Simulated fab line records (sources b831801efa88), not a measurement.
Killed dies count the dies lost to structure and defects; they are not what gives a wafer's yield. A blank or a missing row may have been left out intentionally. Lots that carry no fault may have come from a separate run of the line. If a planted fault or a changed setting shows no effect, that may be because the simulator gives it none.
Tool commonality check	flow sky130	13 lots and 39 wafers in the sample

REASON IT WAS OPENED
Of 13 lots, 2 have the reading NWELL_RS flagged at SKY_NWELL_RS_MEAS_29. Fault-free wafers read 624.6 ohm/sq, with a standard deviation of 1.6.
Rule: a lot is flagged when every wafer of it that has a number lies more than 4 standard deviations from that mean, or none has a number. The other lots count as sound.

lot	measured	on	NWELL_RS (ohm/sq), wafer by wafer	flag
L670	day 5 04:35	filmMetro-04	625.2 622.2 622.4	
L671	day 5 11:10	filmMetro-01	621.9 622.7 624.1	
L672	day 6 03:11	filmMetro-03	625.2 625.9 626.4	
L674	day 7 08:56	filmMetro-03	626.4 626.7 625.7	
L675	day 7 09:27	filmMetro-01	626.1 626.5 625.1	
L676	day 7 18:23	filmMetro-01	623.0 624.3 622.9	
L678	day 7 18:46	filmMetro-04	624.5 624.4 622.6	
L681	day 8 03:48	filmMetro-01	613.8 615.2 615.5	FLAGGED
L682	day 8 18:11	filmMetro-03	616.9 616.8 617.1	FLAGGED
L689	day 10 15:43	filmMetro-03	627.8 625.9 624.8	
L690	day 10 15:50	filmMetro-01	624.3 624.2 623.9	
L692	day 10 23:57	filmMetro-01	625.8 626.2 624.8	
L693	day 11 07:09	filmMetro-03	624.3 623.4 625.5	
The mean of the flagged lots' numbers is 615.9 ohm/sq, -8.7 ohm/sq from the usual (-5 standard deviations).

EACH LOT AND THE TOOL IT RAN ON
The record holds 1 process step before the reading, out of a route of 708 steps. Cell contents, in order: the tool; ch with the chambers the sampled wafers went through; the start.
lot	flag	SKY_NWELL_IMPLANT_13
L670		implanter-01 ch 0, day 4 11:26
L671		implanter-04 ch 0, day 4 17:40
L672		implanter-02 ch 0, day 5 09:38
L674		implanter-02 ch 0, day 6 13:53
L675		implanter-04 ch 0, day 6 14:26
L676		implanter-01 ch 0, day 6 21:41
L678		implanter-02 ch 0, day 6 22:03
L681	FLAGGED	implanter-02 ch 0, day 7 07:01
L682	FLAGGED	implanter-02 ch 0, day 7 20:50
L689		implanter-04 ch 0, day 9 16:39
L690		implanter-01 ch 0, day 9 17:20
L692		implanter-01 ch 0, day 10 01:12
L693		implanter-04 ch 0, day 10 08:22
What the steps here do:
- SKY_NWELL_IMPLANT_13
- SKY_NWELL_RS_MEAS_29: measures by four-point-probe.

FLAGGED OVER TOTAL, TOOL BY TOOL (the gauges that took the reading come last)
step	tool	lots run	flagged	share of the flagged lots	sound lots run after its first flagged lot
SKY_NWELL_IMPLANT_13	implanter-01	4	0	none	-
SKY_NWELL_IMPLANT_13	implanter-02	5	2	all	0
SKY_NWELL_IMPLANT_13	implanter-04	4	0	none	-
SKY_NWELL_RS_MEAS_29	filmMetro-01	6	1	some	2 (L690,L692)
SKY_NWELL_RS_MEAS_29	filmMetro-03	5	1	some	2 (L689,L693)
SKY_NWELL_RS_MEAS_29	filmMetro-04	2	0	none	-

THE TABLE: WHAT IT ALLOWS
All flagged lots share 1 row of the table, namely implanter-02 at SKY_NWELL_IMPLANT_13.
- implanter-02 at SKY_NWELL_IMPLANT_13: 2 of its 5 lots flagged. It ran its last sound lot, L678, at day 6 22:03 and its first flagged lot, L681, at day 7 07:01: a fault with its onset between the two fits. Its own readings lie more than 4 standard deviations out on every wafer of the flagged lots: doseIonsCm2, faradayCurrentUA.
Just one tool remains: implanter-02 at SKY_NWELL_IMPLANT_13.

WHAT WAS PUT IN BY THE SIMULATOR
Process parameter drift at SKY_NWELL_IMPLANT_13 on implanter-02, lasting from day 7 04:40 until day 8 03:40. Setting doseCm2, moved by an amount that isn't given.
Shown lots that were struck: L681, L682. The rule above reached the same finding.
